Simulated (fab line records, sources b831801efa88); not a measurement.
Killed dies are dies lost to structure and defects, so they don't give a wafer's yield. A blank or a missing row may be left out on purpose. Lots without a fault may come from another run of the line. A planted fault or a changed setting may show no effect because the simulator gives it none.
fab line records | flow sky130
record lots=6 wafers=18 last_day=50
route steps=708 shown SD_N@344 SD_P@359 RES_XHIGH@360 PAD_OPEN@708
lots that met no fault: from a run of the same line without faults
start_h: hours from the record's first day to the start of the lot's first wafer shown | wait_h: hours since the lot's step before | " the same as in the row above | L1.1+2: a row that stands for several wafers | - no value, or no start given | * or withheld: withheld | < > ~ a bound
route shown NAME@n: a module of which the file shows steps, and the number in the route of the first | usual: mean/standard deviation of fault-free wafers | same: alike in all rows | chamber/n: place in a boat | sites: the reading at each site | _std_site: their standard deviation | _edge_site: outer sites' mean less inner sites' | radius_mm: how far each site lies from the wafer's centre | mask NAME#n: copy n | behind: the tool/chamber that last shaped the wafer | hold: why the lot was held/for how many hours/how that ended | device: the transistor (n, p or np) that didn't switch | end of line: the same wafers' tests at the end of the route | a step without rows: its recipe alone | killed: dies lost to structure and defects at the first sort, not the wafer's yield | map: a wafer's dies, x killed, . not, _ none there
set.NAME: the setting as run; set.NAME@STEP: as run at that earlier step | model.NAME: the simulator's own value behind a step, which no gauge read
lots at some steps of the route; a table a step, a row a wafer
services: from which hour (start_h, from the record's first day; less than 0 if before it) a tool's chamber was out of use, for how many hours, and why
## steps
# step SKY_SD_N_COAT_02
# recipe resist=NOVOLAK spin_rpm=3000 resist_thk_nm=1140
# step SKY_SD_N_SOFTBAKE_03
# recipe temp_c=90 time_s=60 resist=NOVOLAK
# step SKY_SD_N_EXPOSE_04
# recipe mask_id=NSDM na=0.6 source_shape=conventional sigma_outer=0.6 polarization=unpolarized target_cd_nm=380 dose_mj=141
# step SKY_SD_N_PEB_05
# recipe temp_c=withheld time_s=* resist=NOVOLAK
# step SKY_SD_N_DEVELOP_06
# recipe resist=NOVOLAK developer=TMAH develop_time_s=60 dev_temp_c=23
# step SKY_SD_N_CD_MEAS_07
# recipe target_cd_nm=380
# usual cd_nm=380.2/1.9
# columns lot.wafer tool chamber start_h wait_h cd_nm
L878.3 cd_sem-02 - 659.28 0.1 378.9
L878.5 " - " " 376.9
L878.6 " - " " 378.4
L879.2 cd_sem-02 - 669.87 0.2 381.9
L879.3 " - " " 381.0
L879.5 " - " " 380.7
L890.1 cd_sem-02 - 762.50 0.1 377.4
L890.3 " - " " 379.5
L890.6 " - " " 375.6
L892.1 cd_sem-02 - 775.36 0.2 376.4
L892.2 " - " " 379.2
L892.4 " - " " 378.4
L895.1 cd_sem-01 - 800.80 0.1 377.9
L895.3 " - " " 380.1
L895.5 " - " " 381.1
L899.3 cd_sem-01 - 817.69 0.1 379.1
L899.4 " - " " 380.6
L899.5 " - " " 379.9
# step SKY_SD_N_OVL_MEAS_08
# usual SD_N_OVL=0.9/1.3
# columns lot.wafer tool chamber start_h wait_h SD_N_OVL[nm]
L878.3 overlay-01 - 659.37 0.1 0.0
L878.5 " - " " -0.6
L878.6 " - " " 1.6
L879.2 overlay-02 - 669.97 0.1 2.1
L879.3 " - " " -0.2
L879.5 " - " " 1.7
L890.1 overlay-02 - 762.62 0.1 -0.5
L890.3 " - " " -0.6
L890.6 " - " " 0.7
L892.1 overlay-01 - 775.48 0.1 -0.8
L892.2 " - " " 1.3
L892.4 " - " " 2.1
L895.1 overlay-01 - 800.92 0.1 1.3
L895.3 " - " " -0.4
L895.5 " - " " 0.7
L899.3 overlay-01 - 817.78 0.1 0.6
L899.4 " - " " 2.6
L899.5 " - " " 1.0
# step SKY_SD_N_IMPLANT_09
# recipe species=As energy_kev=50 dose_cm2=4e+15 tilt_deg=0
# step SKY_SD_N_IMPLANT_10
# recipe species=P energy_kev=20 dose_cm2=1e+14 tilt_deg=0
# step SKY_SD_N_STRIP_11
# recipe chemistry=O2/N2 power_w=1400 pressure_mtorr=1500 platen_temp_c=withheld o2_flow_sccm=3000 n2_flow_sccm=300 overash_fraction=0.5
# usual drypump_motor_current_A=5.6/0.63 oes_product_au=0.528/0.0044 strip_time_to_endpoint_s=22.55/0.049
# same overash_fraction=0.5
# columns lot.wafer tool chamber start_h wait_h drypump_motor_current_A oes_product_au rf_hours_counter_h strip_time_to_endpoint_s
L878.3 plasma_asher-03 0 659.73 0.1 6.3 0.534 - 22.56
L878.5 " 1 " " 4.9 0.531 - 22.56
L878.6 " 0 " " 6.3 0.528 - 22.56
L879.2 plasma_asher-02 1 670.30 0.1 4.9 0.525 99 22.56
L879.3 " 1 " " 4.9 0.528 - 22.58
L879.5 " 0 " " 6.4 0.528 - 22.54
L890.1 plasma_asher-01 0 762.96 0.1 5.2 0.532 93 22.55
L890.3 " 0 " " 5.2 0.534 - 22.53
L890.6 " 0 " " 5.2 0.528 - 22.60
L892.1 plasma_asher-03 0 775.82 0.1 6.3 0.533 33 22.42
L892.2 " 1 " " 4.9 0.524 33 22.42
L892.4 " 0 " " 6.3 0.527 - 22.41
L895.1 plasma_asher-02 1 801.26 0.1 4.9 0.529 6 22.51
L895.3 " 0 " " 6.4 0.521 - 22.47
L895.5 " 0 " " 6.4 0.528 - 22.47
L899.3 plasma_asher-01 1 818.14 0.1 5.8 0.516 - 22.56
L899.4 " 0 " " 5.2 0.530 - 22.53
L899.5 " 1 " " 5.8 0.523 - 22.56
# step SKY_SD_N_TW_MEAS_12
# usual SD_N_TW=3975/18
# columns lot.wafer tool chamber start_h wait_h SD_N_TW
L878.3 film_metro-03 - 659.81 0.1 3971
L878.5 " - " " 3956
L878.6 " - " " 3976
L879.2 film_metro-03 - 670.41 0.1 3995
L879.3 " - " " 3982
L879.5 " - " " 4002
L890.1 film_metro-03 - 763.06 0.1 3961
L890.3 " - " " 3988
L890.6 " - " " 3958
L892.1 film_metro-01 - 775.92 0.1 3990
L892.2 " - " " 3965
L892.4 " - " " 3987
L895.1 film_metro-04 - 801.36 0.1 3979
L895.3 " - " " 3975
L895.5 " - " " 3980
L899.3 film_metro-04 - 818.23 0.1 3999
L899.4 " - " " 3987
L899.5 " - " " 3984
# step SKY_SD_N_CLEAN_13
# recipe chemistry=SC1/SC2 mix=1:4:20 temp_c=70 time_s=150 dry=n2_spin
# step SKY_SD_N_RTA_14
# recipe temp_c=1075 time_s=2 idle_temp_c=650 ramp_up_c_per_s=150 ramp_down_c_per_s=90 ambient=N2
# usual lamp_power_pct=15.73/0.052 ramp_up_c_per_s=150.00/0.026 wafer_temp_C_max=1077.9/1.3
# columns lot.wafer tool chamber start_h wait_h lamp_power_pct ramp_up_c_per_s wafer_temp_C_max
L878.3 rtp_anneal-01 0 660.00 0.0 15.77 150.04 1077.8
L878.5 " 0 " " 15.73 149.98 1077.5
L878.6 " 0 " " 15.79 149.95 1077.4
L879.2 rtp_anneal-01 0 670.52 0.0 15.71 149.97 1077.9
L879.3 " 0 " " 15.82 150.04 1075.3
L879.5 " 0 " " 15.70 149.99 1075.4
L890.1 rtp_anneal-01 0 763.17 0.0 15.07 150.00 1076.9
L890.3 " 0 " " 15.05 149.99 1077.7
L890.6 " 0 " " 15.09 149.99 1077.8
L892.1 rtp_anneal-01 0 776.03 0.0 15.04 150.02 1078.6
L892.2 " 0 " " 15.11 149.99 1076.6
L892.4 " 0 " " 14.95 150.02 1077.3
L895.1 rtp_anneal-02 0 801.47 0.0 15.76 149.95 1077.7
L895.3 " 0 " " 15.76 150.00 1076.8
L895.5 " 0 " " 15.81 149.99 1077.5
L899.3 rtp_anneal-02 0 818.34 0.0 15.73 150.05 1080.7
L899.4 " 0 " " 15.69 150.00 1079.8
L899.5 " 0 " " 15.76 149.98 1078.5
# step SKY_SD_N_RS_MEAS_16
# recipe thk_meas_gauge=four-point-probe
# usual SD_N_RS=68.59/0.11
# columns lot.wafer tool chamber start_h wait_h SD_N_RS[ohm/sq]
L878.3 film_metro-01 - 660.23 0.1 68.83
L878.5 " - " " 68.66
L878.6 " - " " 68.58
L879.2 film_metro-04 - 670.83 0.1 68.54
L879.3 " - " " 68.71
L879.5 " - " " 68.43
L890.1 film_metro-03 - 763.34 0.1 71.87
L890.3 " - " " 71.68
L890.6 " - " " 71.65
L892.1 film_metro-01 - 776.20 0.1 71.76
L892.2 " - " " 71.75
L892.4 " - " " 71.91
L895.1 film_metro-01 - 801.64 0.1 68.54
L895.3 " - " " 68.50
L895.5 " - " " 68.35
L899.3 film_metro-03 - 818.53 0.1 68.51
L899.4 " - " " 68.42
L899.5 " - " " 68.70
# step SKY_SD_N_RS_MEAS_17
# recipe thk_meas_gauge=four-point-probe
# usual SD_P_RS=147.1/0.36
# columns lot.wafer tool chamber start_h wait_h SD_P_RS[ohm/sq]
L878.3 film_metro-01 - 660.35 0.1 147.3
L878.5 " - " " 147.3
L878.6 " - " " 147.1
L879.2 film_metro-04 - 670.95 0.1 146.9
L879.3 " - " " 146.9
L879.5 " - " " 146.9
L890.1 film_metro-03 - 763.46 0.1 165.7
L890.3 " - " " 166.3
L890.6 " - " " 165.6
L892.1 film_metro-01 - 776.32 0.1 165.7
L892.2 " - " " 165.8
L892.4 " - " " 165.5
L895.1 film_metro-01 - 801.76 0.1 146.8
L895.3 " - " " 147.0
L895.5 " - " " 146.6
L899.3 film_metro-03 - 818.65 0.1 146.6
L899.4 " - " " 146.6
L899.5 " - " " 147.1
# step SKY_SD_N_RS_MEAS_18
# recipe thk_meas_gauge=four-point-probe
# usual RES_XHIGH_RS=333.4/1.3
# columns lot.wafer tool chamber start_h wait_h RES_XHIGH_RS[ohm/sq]
L878.3 film_metro-01 - 660.47 0.1 332.9
L878.5 " - " " 333.4
L878.6 " - " " 332.8
L879.2 film_metro-04 - 671.07 0.1 332.0
L879.3 " - " " 331.2
L879.5 " - " " 332.3
L890.1 film_metro-03 - 763.58 0.1 334.6
L890.3 " - " " 335.7
L890.6 " - " " 335.9
L892.1 film_metro-01 - 776.44 0.1 334.3
L892.2 " - " " 335.1
L892.4 " - " " 335.2
L895.1 film_metro-01 - 801.88 0.1 333.7
L895.3 " - " " 335.6
L895.5 " - " " 335.0
L899.3 film_metro-03 - 818.77 0.1 332.1
L899.4 " - " " 332.4
L899.5 " - " " 331.9
# step SKY_PAD_OPEN_PROBE_99
# usual killed_at_M0_to_M3=43/6.8 killed_at_M4_up=3.2/1.8 killed_at_contacts=24/5.2 killed_at_front_end=15/4.2 killed_at_other=0.4/0.62 killed_dies=85/8.7 killed_open=46/6.7 killed_short=39/5.9
# same gross_dies=492 killed_at_back_side=0
# columns lot.wafer tool chamber start_h wait_h killed_at_M0_to_M3 killed_at_M4_up killed_at_contacts killed_at_front_end killed_at_other killed_dies killed_open killed_short model.etest.res_xhigh_po.line_ohm_um model.etest.res_xhigh_po.rs_ohm_sq model.etest.pfet_01v8.r_on_ohm_um model.etest.tip_p.rs_ohm_sq model.etest.res_pdiff.line_ohm_um model.etest.res_high_po.line_ohm_um model.etest.licon_high_po.rc_ohm model.etest.pfet_g5v0d10v5.r_on_ohm_um
L878.3 prober-01 - 1082.37 0.2 41 1 31 15 0 88 50 38 5806 2008 2825 6920 1394 762.2 352.3 4788
L878.5 prober-01 - 1082.47 0.2 46 3 17 21 0 87 48 39 5973 2043 2917 6898 1394 773.1 348.4 4746
L878.6 prober-01 - 1082.52 0.2 33 2 20 10 0 65 34 30 5975 2069 2866 6932 1380 765.8 349.4 4764
L879.2 prober-01 - 1093.04 0.1 39 2 20 11 0 72 41 31 5606 1992 2904 6902 1355 729.7 349.2 4775
L879.3 prober-01 - 1093.09 0.2 44 4 23 20 0 91 49 42 5855 2053 2958 6919 1352 764.3 344.1 4782
L879.5 prober-01 - 1093.19 0.2 46 3 28 20 0 97 48 49 5832 2050 2945 6889 1358 756.6 357.7 4768
L890.1 prober-02 - 1154.46 0.1 30 5 20 21 0 76 40 36 7068 2459 3175 7087 1532 859 470.6 4906
L890.3 prober-02 - 1154.56 0.2 36 1 22 7 2 68 39 27 7296 2539 3080 7087 1535 883.5 476.5 4813
L890.6 prober-02 - 1154.71 0.2 39 3 23 19 1 85 46 38 7339 2565 3123 7041 1529 875.1 476.2 4867
L892.1 prober-02 - 1163.92 0.1 41 1 20 22 0 84 46 38 7017 2450 3132 7064 1559 878.2 445.1 4903
L892.2 prober-02 - 1163.97 0.1 46 4 23 22 0 95 56 39 7313 2533 3166 7040 1568 885.6 505.3 4851
L892.4 prober-02 - 1164.07 0.2 45 3 26 20 0 94 47 47 7146 2515 3150 7028 1569 855.2 461.4 4805
L895.1 prober-01 - 1181.44 0.1 45 4 20 17 0 86 36 50 5578 1940 2818 6806 1380 737.9 341.3 4741
L895.3 prober-01 - 1181.54 0.2 33 2 26 20 0 81 41 40 5715 1994 2815 6788 1366 737.9 343.1 4732
L895.5 prober-01 - 1181.64 0.2 34 1 24 13 1 73 42 31 5556 1942 2801 6823 1342 725.4 349.5 4740
L899.3 prober-01 - 1191.26 0.2 45 1 20 17 1 84 51 32 5752 2046 2977 6934 1330 757.9 373.1 4824
L899.4 prober-01 - 1191.31 0.2 48 5 18 10 0 81 47 34 5696 2010 3008 6938 1392 757.7 370 4825
L899.5 prober-01 - 1191.36 0.2 27 1 19 17 1 65 37 27 5854 2049 3002 6970 1360 765.1 367.6 4821
# killed by level:class
L878.3 CONTACT:geometric_particle:open=16 VIA1:geometric_particle:open=7 METAL1:geometric_particle:short=6 METAL2:geometric_particle:short=6 VIA3:geometric_particle:open=6 POLY_GATE:geometric_particle:short=5 POLY_GATE:geometric_particle:open=5 VIA2:geometric_particle:open=5
L878.5 VIA3:geometric_particle:open=11 VIA2:geometric_particle:open=9 CONTACT:geometric_particle:open=9 FIELD_ISO:geometric_particle:short=7 VIA1:geometric_particle:short=7 VIA1:geometric_particle:open=6 POLY_GATE:geometric_particle:short=5 METAL1:geometric_particle:short=4
L878.6 VIA1:geometric_particle:open=8 METAL1:geometric_particle:short=6 FIELD_ISO:geometric_particle:open=5 CONTACT:geometric_particle:open=5 VIA3:geometric_particle:open=5 LI_CONTACT:geometric_particle:open=4 LOCAL_INTERCONNECT:geometric_particle:short=4 METAL2:geometric_particle:short=4
L879.2 VIA2:geometric_particle:open=9 VIA1:geometric_particle:open=8 LOCAL_INTERCONNECT:geometric_particle:short=6 CONTACT:geometric_particle:open=6 METAL2:geometric_particle:short=6 FIELD_ISO:geometric_particle:open=5 VIA3:geometric_particle:open=5 LI_CONTACT:geometric_particle:open=4
L879.3 CONTACT:geometric_particle:open=15 VIA1:geometric_particle:open=9 POLY_GATE:geometric_particle:short=8 VIA3:geometric_particle:open=7 FIELD_ISO:geometric_particle:short=6 METAL2:geometric_particle:short=6 VIA2:geometric_particle:open=5 METAL3:geometric_particle:short=4
L879.5 VIA1:geometric_particle:open=14 POLY_GATE:geometric_particle:open=8 LOCAL_INTERCONNECT:geometric_particle:short=6 CONTACT:geometric_particle:open=6 VIA2:geometric_particle:open=6 VIA3:geometric_particle:short=6 LI_CONTACT:geometric_particle:open=5 CONTACT:geometric_particle:short=5
L890.1 VIA1:geometric_particle:short=8 FIELD_ISO:geometric_particle:open=7 LI_CONTACT:geometric_particle:open=7 CONTACT:geometric_particle:open=7 VIA1:geometric_particle:open=7 VIA2:geometric_particle:open=4 FIELD_ISO:geometric_particle:short=3 POLY_CUT:geometric_particle:short=3
L890.3 LI_CONTACT:geometric_particle:open=9 VIA1:geometric_particle:open=9 VIA2:geometric_particle:open=8 CONTACT:geometric_particle:open=6 CONTACT:geometric_particle:short=4 POLY_GATE:geometric_particle:short=3 VIA1:geometric_particle:short=3 METAL2:geometric_particle:short=3
L890.6 VIA1:geometric_particle:open=8 FIELD_ISO:geometric_particle:open=6 LI_CONTACT:geometric_particle:open=6 CONTACT:geometric_particle:open=6 VIA2:geometric_particle:open=6 LI_CONTACT:geometric_particle:short=5 METAL1:geometric_particle:open=5 VIA1:geometric_particle:short=5
L892.1 VIA1:geometric_particle:open=12 CONTACT:geometric_particle:open=11 METAL2:geometric_particle:short=9 FIELD_ISO:geometric_particle:open=7 POLY_GATE:geometric_particle:short=6 FIELD_ISO:geometric_particle:short=5 CONTACT:geometric_particle:short=4 METAL1:geometric_particle:open=4
L892.2 VIA2:geometric_particle:open=10 VIA3:geometric_particle:open=10 VIA1:geometric_particle:open=10 CONTACT:geometric_particle:open=9 FIELD_ISO:geometric_particle:short=7 LI_CONTACT:geometric_particle:open=5 POLY_GATE:geometric_particle:short=5 FIELD_ISO:geometric_particle:open=4
L892.4 CONTACT:geometric_particle:open=9 LOCAL_INTERCONNECT:geometric_particle:short=8 VIA2:geometric_particle:open=8 FIELD_ISO:geometric_particle:short=7 METAL1:geometric_particle:short=7 VIA1:geometric_particle:open=7 FIELD_ISO:geometric_particle:open=5 METAL2:geometric_particle:open=5
L895.1 METAL1:geometric_particle:short=10 VIA1:geometric_particle:open=9 METAL2:geometric_particle:short=7 LOCAL_INTERCONNECT:geometric_particle:short=6 CONTACT:geometric_particle:open=6 VIA3:geometric_particle:short=6 SPACER:geometric_particle:open=5 VIA1:geometric_particle:short=5
L895.3 VIA1:geometric_particle:open=8 FIELD_ISO:geometric_particle:short=7 METAL1:geometric_particle:short=7 LI_CONTACT:geometric_particle:open=7 CONTACT:geometric_particle:open=7 FIELD_ISO:geometric_particle:open=6 CONTACT:geometric_particle:short=6 LOCAL_INTERCONNECT:geometric_particle:short=4
L895.5 CONTACT:geometric_particle:open=13 VIA3:geometric_particle:open=8 VIA2:geometric_particle:open=5 CONTACT:geometric_particle:short=4 VIA1:geometric_particle:open=4 METAL1:geometric_particle:short=4 METAL2:geometric_particle:short=4 FIELD_ISO:geometric_particle:short=3
L899.3 CONTACT:geometric_particle:open=12 VIA3:geometric_particle:open=10 VIA2:geometric_particle:open=7 VIA1:geometric_particle:open=7 FIELD_ISO:geometric_particle:short=5 FIELD_ISO:geometric_particle:open=4 LI_CONTACT:geometric_particle:open=4 VIA2:geometric_particle:short=4
L899.4 VIA3:geometric_particle:open=10 VIA1:geometric_particle:open=9 VIA2:geometric_particle:open=9 CONTACT:geometric_particle:open=8 LI_CONTACT:geometric_particle:open=6 FIELD_ISO:geometric_particle:short=5 METAL4:geometric_particle:short=5 VIA1:geometric_particle:short=4
L899.5 LI_CONTACT:geometric_particle:open=10 VIA2:geometric_particle:open=6 CONTACT:geometric_particle:short=4 VIA1:geometric_particle:open=4 VIA3:geometric_particle:open=4 FIELD_ISO:geometric_particle:short=3 POLY_GATE:geometric_particle:short=3 SPACER:geometric_particle:open=3
## services
# columns tool chamber start_h hours kind
plasma_asher-01 - 682.50 3.4 repair
plasma_asher-02 - 733.75 9.0 pm
plasma_asher-02 0 733.75 9.0 vent_cycle
plasma_asher-02 1 733.75 9.0 vent_cycle
plasma_asher-02 0 742.75 - clean
plasma_asher-02 1 742.75 - clean
plasma_asher-03 - 747.25 0.9 repair
plasma_asher-01 - 770.33 11.5 repair
## key
first_sign step=SKY_SD_N_RTA_14 reading=lamp_power_pct direction=down sigmas=13 usual=15.73 struck=15.05
effect step=SKY_SD_N_RS_MEAS_16 reading=SD_N_RS direction=up sigmas=28 usual=68.59 struck=71.77
effect step=SKY_SD_N_RS_MEAS_17 reading=SD_P_RS direction=up sigmas=51 usual=147.1 struck=165.8
model_effect step=SKY_PAD_OPEN_PROBE_99 value=etest.res_xhigh_po.line_ohm_um without=5841 struck=7196
met_at SKY_SD_N_RTA_14
struck_wafers L890.1,L890.3,L890.6,L892.1,L892.2,L892.4
tester_left_out L890,L892
onset_between 670.52 763.17
fault kind=process_parameter_drift tool=rtp_anneal-01 chamber=- onset_h=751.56 steps=SKY_SD_N_RTA_14 channel=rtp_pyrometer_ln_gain offset=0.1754 shape=step end_h=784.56
# tester_left_out: of these lots the tester's yield and bins aren't shown, on N5 and GAA mostly nor the transistor test; their killed dies are dies lost to structure and defects alone, not to doping, threshold or leakage, so they don't give the yield
